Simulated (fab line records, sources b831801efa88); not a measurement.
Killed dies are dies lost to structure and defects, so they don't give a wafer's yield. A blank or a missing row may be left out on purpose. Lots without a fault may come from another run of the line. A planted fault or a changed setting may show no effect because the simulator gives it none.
fab line records | flow sky130
record lots=12 wafers=36 last_day=50
route steps=708 shown VIA3@573 VIA4@657 PASSIVATION@684 PAD_OPEN@708
lots that met no fault: from a run of the same line without faults
start_h: hours from the record's first day to the start of the lot's first wafer shown | wait_h: hours since the lot's step before | " the same as in the row above | L1.1+2: a row that stands for several wafers | - no value, or no start given | * or withheld: withheld | < > ~ a bound
route shown NAME@n: a module of which the file shows steps, and the number in the route of the first | usual: mean/standard deviation of fault-free wafers | same: alike in all rows | chamber/n: place in a boat | sites: the reading at each site | _std_site: their standard deviation | _edge_site: outer sites' mean less inner sites' | radius_mm: how far each site lies from the wafer's centre | mask NAME#n: copy n | behind: the tool/chamber that last shaped the wafer | hold: why the lot was held/for how many hours/how that ended | device: the transistor (n, p or np) that didn't switch | end of line: the same wafers' tests at the end of the route | a step without rows: its recipe alone | killed: dies lost to structure and defects at the first sort, not the wafer's yield | map: a wafer's dies, x killed, . not, _ none there
set.NAME: the setting as run; set.NAME@STEP: as run at that earlier step | model.NAME: the simulator's own value behind a step, which no gauge read
steps of the route over a sample of lots; a table a step, a row a wafer
services: from which hour (start_h, from the record's first day; less than 0 if before it) a tool's chamber was out of use, for how many hours, and why
## steps
# step SKY_VIA3_HDPCVD_00
# recipe material=SiO2 target_thk_nm=1635 sigma_open_frac=0.3 time_s=272.5 temp_c=400 sih4_flow_sccm=60 pressure_mtorr=6
# usual susceptor_temp_C=399.99/0.2
# columns lot.wafer tool chamber start_h wait_h susceptor_temp_C
L518.2 hdpcvd-02 0 896.41 0.0 399.74
L518.3 " 2 " " 400.36
L518.5 " 0 " " 399.77
L520.1 hdpcvd-02 1 916.58 0.0 399.79
L520.2 " 2 " " 400.00
L520.4 " 0 " " 400.12
L519.1 hdpcvd-02 1 922.99 0.0 400.09
L519.5 " 0 " " 400.07
L519.6 " 1 " " 400.04
L523.1 hdpcvd-02 0 940.83 0.0 400.04
L523.4 " 2 " " 400.28
L523.6 " 1 " " 400.07
L524.1 hdpcvd-01 2 951.43 0.0 399.82
L524.4 " 0 " " 400.11
L524.6 " 1 " " 399.89
L530.3 hdpcvd-01 0 999.16 0.0 400.05
L530.4 " 1 " " 400.04
L530.5 " 0 " " 399.96
L534.1 hdpcvd-02 0 1020.08 0.0 399.91
L534.4 " 0 " " 399.99
L534.6 " 1 " " 399.72
L536.1 hdpcvd-01 1 1026.42 0.0 399.98
L536.3 " 2 " " 400.10
L536.6 " 0 " " 400.06
L535.1 hdpcvd-02 0 1031.23 0.0 399.94
L535.2 " 2 " " 399.96
L535.6 " 1 " " 400.17
L537.1 hdpcvd-02 1 1042.46 0.0 399.93
L537.3 " 0 " " 400.10
L537.6 " 0 " " 399.95
L539.1 hdpcvd-02 1 1045.28 0.0 399.80
L539.4 " 1 " " 400.02
L539.6 " 0 " " 399.80
L541.2 hdpcvd-02 1 1060.80 0.0 399.97
L541.3 " 2 " " 399.94
L541.4 " 1 " " 399.94
# step SKY_VIA4_CVD_18
# recipe material=W target_thk_nm=505 time_s=152.14 temp_c=400 pressure_torr=40
# usual heater_power_w=846/73 susceptor_temp_C=400.00/0.25
# columns lot.wafer tool chamber start_h wait_h heater_power_w susceptor_temp_C
L518.2 cvd_w-01 1 999.84 0.1 935 400.33
L518.3 " 1 " " 917 400.13
L518.5 " 1 " " 921 400.29
L520.1 cvd_w-01 1 1017.70 0.0 933 400.36
L520.2 " 1 " " 940 400.44
L520.4 " 1 " " 902 400.37
L519.1 cvd_w-01 1 1025.09 0.0 929 400.48
L519.5 " 1 " " 905 400.21
L519.6 " 1 " " 916 400.19
L523.1 cvd_w-02 1 1039.48 0.0 851 400.18
L523.4 " 0 " " 704 399.67
L523.6 " 1 " " 858 399.91
L524.1 cvd_w-01 1 1048.74 0.0 935 400.02
L524.4 " 0 " " 844 400.12
L524.6 " 0 " " 825 400.11
L530.3 cvd_w-01 0 1093.24 0.1 832 399.84
L530.4 " 1 " " 911 399.81
L530.5 " 0 " " 833 399.69
L534.1 cvd_w-02 1 1110.12 0.0 863 399.85
L534.4 " 0 " " 701 400.22
L534.6 " 0 " " 706 400.25
L536.1 cvd_w-01 0 1115.67 0.0 825 399.58
L536.3 " 1 " " 920 399.93
L536.6 " 1 " " 933 399.75
L535.1 cvd_w-02 0 1122.15 0.1 687 400.43
L535.2 " 1 " " 870 399.76
L535.6 " 1 " " 876 399.99
L537.1 cvd_w-01 0 1130.19 0.0 832 400.03
L537.3 " 0 " " 828 400.48
L537.6 " 0 " " 840 400.21
L539.1 cvd_w-01 0 1131.57 0.0 821 400.29
L539.4 " 0 " " 838 399.85
L539.6 " 0 " " 832 400.21
L541.2 cvd_w-01 0 1145.83 0.1 848 400.12
L541.3 " 0 " " 844 399.86
L541.4 " 0 " " 833 399.71
# step SKY_PASSIVATION_THK_MEAS_03
# recipe reads=Si3N4_of_PASSIVATION_CVD_02
# usual PASSIVATION_CVD_02_THK=539/7.5
# columns lot.wafer tool chamber start_h wait_h PASSIVATION_CVD_02_THK[nm]
L518.2 film_metro-03 - 1025.55 - 545
L518.3 " - " " 556
L518.5 " - " " 551
L520.1 film_metro-03 - 1042.04 - 536
L520.2 " - " " 535
L520.4 " - " " 544
L519.1 film_metro-03 - 1048.90 - 535
L519.5 " - " " 542
L519.6 " - " " 555
L523.1 film_metro-02 - 1062.59 - 534
L523.4 " - " " 547
L523.6 " - " " 544
L524.1 film_metro-01 - 1071.78 - 533
L524.4 " - " " 537
L524.6 " - " " 548
L530.3 film_metro-02 - 1114.96 - 538
L530.4 " - " " 537
L530.5 " - " " 537
L534.1 film_metro-03 - 1131.06 - 535
L534.4 " - " " 539
L534.6 " - " " 545
L536.1 film_metro-01 - 1136.45 - 545
L536.3 " - " " 544
L536.6 " - " " 556
L535.1 film_metro-02 - 1143.58 - 533
L535.2 " - " " 538
L535.6 " - " " 540
L537.1 film_metro-01 - 1151.00 - 542
L537.3 " - " " 535
L537.6 " - " " 540
L539.1 film_metro-02 - 1151.56 - 540
L539.4 " - " " 537
L539.6 " - " " 539
L541.2 film_metro-01 - 1165.11 - 535
L541.3 " - " " 535
L541.4 " - " " 549
# step SKY_PASSIVATION_STRIP_12
# recipe chemistry=O2/N2 power_w=1400 pressure_mtorr=1500 platen_temp_c=withheld overash_fraction=0.7 o2_flow_sccm=3000 n2_flow_sccm=300
# usual drypump_motor_current_A=5.7/0.42 oes_product_au=0.660/0.0044 strip_time_to_endpoint_s=31.52/0.14
# columns lot.wafer tool chamber start_h wait_h drypump_motor_current_A oes_product_au rf_hours_counter_h strip_time_to_endpoint_s
L518.2 plasma_asher-01 0 1047.73 0.1 5.3 0.658 58 31.57
L518.3 " 0 " " 5.3 0.659 - 31.53
L518.5 " 1 " " 6.3 0.657 - 31.34
L520.1 plasma_asher-02 1 1063.69 0.1 5.3 0.656 93 31.50
L520.2 " 0 " " 5.9 0.658 93 31.38
L520.4 " 1 " " 5.3 0.661 - 31.60
L519.1 plasma_asher-01 0 1070.36 0.1 5.3 0.659 60 31.46
L519.5 " 0 " " 5.3 0.667 - 31.51
L519.6 " 1 " " 6.3 0.657 - 31.79
L523.1 plasma_asher-01 0 1083.44 0.1 5.3 0.654 61 31.59
L523.4 " 1 " " 6.3 0.662 - 31.34
L523.6 " 0 " " 5.3 0.658 - 31.59
L524.1 plasma_asher-02 1 1092.91 0.1 5.3 0.655 96 31.69
L524.4 " 1 " " 5.3 0.661 - 31.68
L524.6 " 1 " " 5.3 0.654 - 31.53
L530.3 plasma_asher-02 0 1134.50 0.1 5.9 0.658 - 31.47
L530.4 " 1 " " 5.3 0.661 - 31.53
L530.5 " 1 " " 5.3 0.669 - 31.50
L534.1 plasma_asher-03 0 1150.01 0.1 6.5 0.671 8 31.60
L534.4 " 0 " " 6.5 0.655 - 31.74
L534.6 " 0 " " 6.5 0.659 - 31.71
L536.1 plasma_asher-02 0 1155.29 0.1 5.9 0.659 102 31.65
L536.3 " 1 " " 5.4 0.670 - 31.76
L536.6 " 1 " " 5.3 0.660 - 31.83
L535.1 plasma_asher-02 0 1161.79 0.1 5.9 0.663 102 31.52
L535.2 " 1 " " 5.3 0.663 102 31.59
L535.6 " 0 " " 5.9 0.661 - 31.55
L537.1 plasma_asher-03 1 1168.46 0.1 5.6 0.660 10 31.65
L537.3 " 1 " " 5.6 0.658 - 31.59
L537.6 " 1 " " 5.6 0.656 - 31.66
L539.1 plasma_asher-01 0 1169.19 0.1 5.3 0.669 70 31.61
L539.4 " 1 " " 6.3 0.659 - 31.67
L539.6 " 1 " " 6.3 0.655 - 31.67
L541.2 plasma_asher-02 0 1181.73 0.1 5.9 0.669 105 31.56
L541.3 " 0 " " 5.9 0.660 - 31.58
L541.4 " 1 " " 5.4 0.663 - 31.59
# step SKY_PAD_OPEN_PROBE_99
# usual defect_limited_yield=82.1/1.9 killed_at_M0_to_M3=44/7.3 killed_at_M4_up=3.5/1.8 killed_at_contacts=24/5.8 killed_at_front_end=16/4.3 killed_at_other=0.5/0.68 killed_dies=88/9.4 killed_on_rim=17/3.7 killed_open=48/6.8 killed_short=40/6.1 sort_bin_3_pad_short=0.9/0.39 sort_bin_5_function=10.5/1.4 sort_bin_6_memory=6.4/1.1 sort_n_pass=404/9.4 sort_yield_pct=82.1/1.9
# same gross_dies=492 killed_at_back_side=0 sort_bin_4_leakage[%]=0 sort_bin_8_speed[%]=0
# columns lot.wafer tool chamber start_h wait_h defect_limited_yield[%] killed_at_M0_to_M3 killed_at_M4_up killed_at_contacts killed_at_front_end killed_at_other killed_dies killed_on_rim killed_open killed_short sort_bin_3_pad_short[%] sort_bin_5_function[%] sort_bin_6_memory[%] sort_n_pass sort_yield_pct[%]
L518.2 prober-02 - 1071.67 0.1 82.3 53 1 18 15 0 87 18 48 39 0.8 9.6 7.3 405 82.3
L518.3 prober-02 - 1071.72 0.2 83.7 36 5 25 14 0 80 15 39 41 1.0 10.0 5.3 412 83.7
L518.5 prober-02 - 1071.82 0.2 79.7 47 4 37 11 1 100 23 54 44 0.4 14.2 5.7 392 79.7
L519.1 prober-02 - 1093.83 0.1 77.4 71 3 20 17 0 111 25 41 36 1.6 14.8 6.1 381 77.4
L519.5 prober-02 - 1094.03 0.2 78.7 55 4 28 16 2 105 26 59 44 0.4 13.0 7.9 387 78.7
L519.6 prober-02 - 1094.08 0.2 75.4 79 3 19 20 0 121 32 45 40 2.2 14.8 7.5 371 75.4
L523.1 prober-01 - 1105.62 0.1 85.6 38 4 12 16 1 71 17 43 27 0.6 7.7 6.1 421 85.6
L523.4 prober-01 - 1105.77 0.2 85.4 28 2 26 15 1 72 11 45 27 0.8 9.1 4.7 420 85.4
L523.6 prober-01 - 1105.87 0.2 77.6 70 3 26 11 0 110 27 43 41 2.2 13.0 7.1 382 77.6
L524.1 prober-02 - 1114.34 0.1 82.5 42 4 28 12 0 86 17 46 39 1.4 10.2 5.9 406 82.5
L524.4 prober-02 - 1114.49 0.2 81.9 48 1 26 13 1 89 22 48 41 0.6 11.6 5.9 403 81.9
L524.6 prober-02 - 1114.59 0.2 83.7 49 0 19 12 0 80 16 36 44 1.0 9.8 5.5 412 83.7
L530.3 prober-01 - 1155.35 0.2 81.9 48 1 23 16 1 89 16 51 38 1.4 10.0 6.7 403 81.9
L530.4 prober-01 - 1155.40 0.2 83.7 39 4 17 20 0 80 14 44 35 0.8 9.3 6.1 412 83.7
L530.5 prober-01 - 1155.45 0.2 79.9 46 4 38 10 1 99 17 50 48 0.6 11.4 8.1 393 79.9
L534.1 prober-02 - 1170.25 0.1 80.1 52 4 20 19 3 98 17 51 44 1.0 10.6 8.3 394 80.1
L534.4 prober-02 - 1170.40 0.2 83.1 38 4 24 17 0 83 16 43 40 1.0 10.0 5.9 409 83.1
L534.6 prober-02 - 1170.50 0.2 84.3 46 2 20 9 0 77 11 44 33 0.6 8.1 6.9 415 84.3
L537.1 prober-01 - 1187.30 0.1 79.7 56 3 24 17 0 100 21 51 49 0.4 12.6 7.3 392 79.7
L537.3 prober-01 - 1187.40 0.2 80.9 45 6 29 14 0 94 18 40 53 0.6 10.2 8.3 398 80.9
L537.6 prober-01 - 1187.55 0.2 79.1 50 1 31 20 1 103 20 54 48 0.6 11.2 9.1 389 79.1
# killed by level:class
L518.2 VIA1:geometric_particle:open=15 METAL2:geometric_particle:short=8 VIA3:geometric_particle:open=8 CONTACT:geometric_particle:open=6 VIA2:geometric_particle:open=5 FIELD_ISO:geometric_particle:open=4 LOCAL_INTERCONNECT:geometric_particle:short=4 VIA1:geometric_particle:short=4
L518.3 VIA1:geometric_particle:open=11 CONTACT:geometric_particle:open=8 LI_CONTACT:geometric_particle:open=6 VIA3:geometric_particle:short=6 LOCAL_INTERCONNECT:geometric_particle:short=5 POLY_GATE:geometric_particle:open=4 POLY_GATE:geometric_particle:short=4 METAL3:geometric_particle:short=4
L518.5 CONTACT:geometric_particle:open=13 VIA1:geometric_particle:open=13 LI_CONTACT:geometric_particle:open=11 VIA1:geometric_particle:short=8 CONTACT:geometric_particle:short=6 METAL1:geometric_particle:short=6 LOCAL_INTERCONNECT:geometric_particle:short=5 METAL2:geometric_particle:short=4
L519.1 VIA3:unspecified=31 CONTACT:geometric_particle:open=9 VIA1:geometric_particle:open=8 VIA3:geometric_particle:open=7 POLY_GATE:geometric_particle:open=6 CONTACT:geometric_particle:short=5 VIA2:geometric_particle:short=5 VIA2:geometric_particle:open=4
L519.5 VIA1:geometric_particle:open=17 CONTACT:geometric_particle:open=15 VIA1:geometric_particle:short=9 VIA3:geometric_particle:open=8 METAL1:geometric_particle:short=6 FIELD_ISO:geometric_particle:short=5 POLY_GATE:geometric_particle:short=4 LOCAL_INTERCONNECT:geometric_particle:short=4
L519.6 VIA3:unspecified=33 VIA1:geometric_particle:open=17 POLY_GATE:geometric_particle:short=7 FIELD_ISO:geometric_particle:short=6 CONTACT:geometric_particle:short=6 CONTACT:geometric_particle:open=6 VIA2:geometric_particle:open=6 VIA1:geometric_particle:short=5
L523.1 VIA2:geometric_particle:open=9 VIA3:geometric_particle:open=7 CONTACT:geometric_particle:open=6 VIA1:geometric_particle:open=5 FIELD_ISO:geometric_particle:open=4 FIELD_ISO:geometric_particle:short=3 LI_CONTACT:geometric_particle:open=3 POLY_GATE:geometric_particle:open=3
L523.4 CONTACT:geometric_particle:open=12 LI_CONTACT:geometric_particle:open=7 VIA1:geometric_particle:open=7 FIELD_ISO:geometric_particle:open=5 VIA3:geometric_particle:open=5 VIA2:geometric_particle:open=4 SPACER:geometric_particle:short=3 LOCAL_INTERCONNECT:geometric_particle:short=3
L523.6 VIA3:unspecified=26 CONTACT:geometric_particle:open=8 VIA1:geometric_particle:open=8 LI_CONTACT:geometric_particle:open=7 VIA1:geometric_particle:short=7 METAL1:geometric_particle:short=6 METAL2:geometric_particle:short=6 POLY_GATE:geometric_particle:open=5
L524.1 LI_CONTACT:geometric_particle:open=10 VIA2:geometric_particle:open=8 CONTACT:geometric_particle:open=7 VIA3:geometric_particle:open=6 LOCAL_INTERCONNECT:geometric_particle:short=5 VIA1:geometric_particle:open=5 VIA2:geometric_particle:short=5 POLY_GATE:geometric_particle:open=4
L524.4 VIA1:geometric_particle:open=11 VIA2:geometric_particle:open=10 CONTACT:geometric_particle:open=9 METAL2:geometric_particle:short=7 LI_CONTACT:geometric_particle:open=6 CONTACT:geometric_particle:short=5 POLY_GATE:geometric_particle:short=4 METAL1:geometric_particle:short=4
L524.6 METAL1:geometric_particle:short=9 VIA1:geometric_particle:open=8 LI_CONTACT:geometric_particle:open=7 VIA1:geometric_particle:short=6 VIA3:geometric_particle:open=6 POLY_GATE:geometric_particle:short=5 METAL2:geometric_particle:short=5 CONTACT:geometric_particle:open=4
L530.3 VIA3:geometric_particle:open=10 LI_CONTACT:geometric_particle:open=9 VIA1:geometric_particle:open=8 METAL1:geometric_particle:short=6 VIA2:geometric_particle:open=6 CONTACT:geometric_particle:open=5 CONTACT:geometric_particle:short=5 VIA3:geometric_particle:short=5
L530.4 VIA1:geometric_particle:open=9 VIA2:geometric_particle:open=9 METAL2:geometric_particle:short=7 CONTACT:geometric_particle:short=6 VIA1:geometric_particle:short=6 FIELD_ISO:geometric_particle:open=5 LI_CONTACT:geometric_particle:open=5 CONTACT:geometric_particle:open=4
L530.5 VIA3:geometric_particle:open=12 CONTACT:geometric_particle:open=11 LI_CONTACT:geometric_particle:open=9 CONTACT:geometric_particle:short=9 VIA1:geometric_particle:short=8 LI_CONTACT:geometric_particle:short=5 VIA2:geometric_particle:open=5 POLY_GATE:geometric_particle:open=4
L534.1 VIA2:geometric_particle:open=12 CONTACT:geometric_particle:open=10 METAL1:geometric_particle:short=7 VIA1:geometric_particle:open=7 POLY_GATE:geometric_particle:open=6 VIA1:geometric_particle:short=6 METAL2:geometric_particle:short=6 FIELD_ISO:geometric_particle:short=5
L534.4 CONTACT:geometric_particle:open=9 VIA2:geometric_particle:open=8 VIA1:geometric_particle:open=7 FIELD_ISO:geometric_particle:short=5 VIA3:geometric_particle:short=5 LOCAL_INTERCONNECT:geometric_particle:short=5 CONTACT:geometric_particle:short=5 METAL1:geometric_particle:short=5
L534.6 VIA1:geometric_particle:open=10 CONTACT:geometric_particle:open=8 VIA2:geometric_particle:open=7 FIELD_ISO:geometric_particle:open=5 METAL2:geometric_particle:short=5 VIA3:geometric_particle:short=5 VIA3:geometric_particle:open=5 METAL1:geometric_particle:short=4
L537.1 VIA1:geometric_particle:open=13 CONTACT:geometric_particle:short=8 LI_CONTACT:geometric_particle:open=7 METAL1:geometric_particle:short=7 VIA3:geometric_particle:open=7 VIA2:geometric_particle:open=7 POLY_GATE:geometric_particle:short=6 METAL2:geometric_particle:short=5
L537.3 VIA1:geometric_particle:short=12 LOCAL_INTERCONNECT:geometric_particle:short=9 CONTACT:geometric_particle:open=8 VIA2:geometric_particle:open=7 VIA3:geometric_particle:open=5 METAL1:geometric_particle:short=5 VIA1:geometric_particle:open=5 FIELD_ISO:geometric_particle:short=4
L537.6 VIA1:geometric_particle:open=15 CONTACT:geometric_particle:open=12 METAL2:geometric_particle:short=9 METAL1:geometric_particle:short=7 FIELD_ISO:geometric_particle:open=6 LI_CONTACT:geometric_particle:open=6 LOCAL_INTERCONNECT:geometric_particle:short=6 FIELD_ISO:geometric_particle:short=5
## services
# columns tool chamber start_h hours kind
cvd_w-02 - 872.50 6.9 pm
hdpcvd-02 1 878.31 19.7 repair
hdpcvd-02 0 884.40 9.4 repair
cvd_w-02 - 904.00 14.0 pm
plasma_asher-02 - 917.20 0.4 repair
cvd_w-01 - 922.62 0.5 repair
plasma_asher-01 - 949.66 28.1 pm
hdpcvd-02 - 950.25 15.0 pm
hdpcvd-01 - 950.68 0.7 repair
cvd_w-01 0 965.13 67.8 repair
plasma_asher-01 - 977.76 2.8 pm
hdpcvd-01 0 980.68 4.2 repair
plasma_asher-02 - 988.31 2.2 repair
plasma_asher-02 - 988.39 0.8 repair
hdpcvd-02 - 1010.39 2.8 pm
hdpcvd-01 - 1013.02 0.5 repair
plasma_asher-01 - 1033.82 2.5 repair
hdpcvd-01 2 1035.65 5.0 repair
plasma_asher-01 - 1038.57 4.5 repair
plasma_asher-01 - 1064.22 4.4 repair
cvd_w-02 - 1083.14 2.8 pm
plasma_asher-01 - 1088.51 4.0 pm
cvd_w-01 - 1098.56 0.9 repair
cvd_w-01 1 1118.03 30.1 repair
## key
first_sign step=SKY_PAD_OPEN_PROBE_99 reading=killed_at_M0_to_M3 direction=up sigmas=4 usual=44 struck=73
effect step=SKY_PAD_OPEN_PROBE_99 reading=sort_bin_3_pad_short direction=up sigmas=2.8 usual=0.9 struck=2.0
met_at SKY_VIA3_HDPCVD_00
struck_lots L519,L523
struck_wafers L519.1,L519.6,L523.6
not_acting_at SKY_VIA4_CVD_18,SKY_PASSIVATION_THK_MEAS_03,SKY_PASSIVATION_STRIP_12
onset_between 916.58 922.99
fault kind=chamber_particle_source tool=hdpcvd-02 chamber=1 onset_h=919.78 steps=SKY_VIA3_HDPCVD_00 rate_per_visit_cm2=0.76928 end_h=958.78
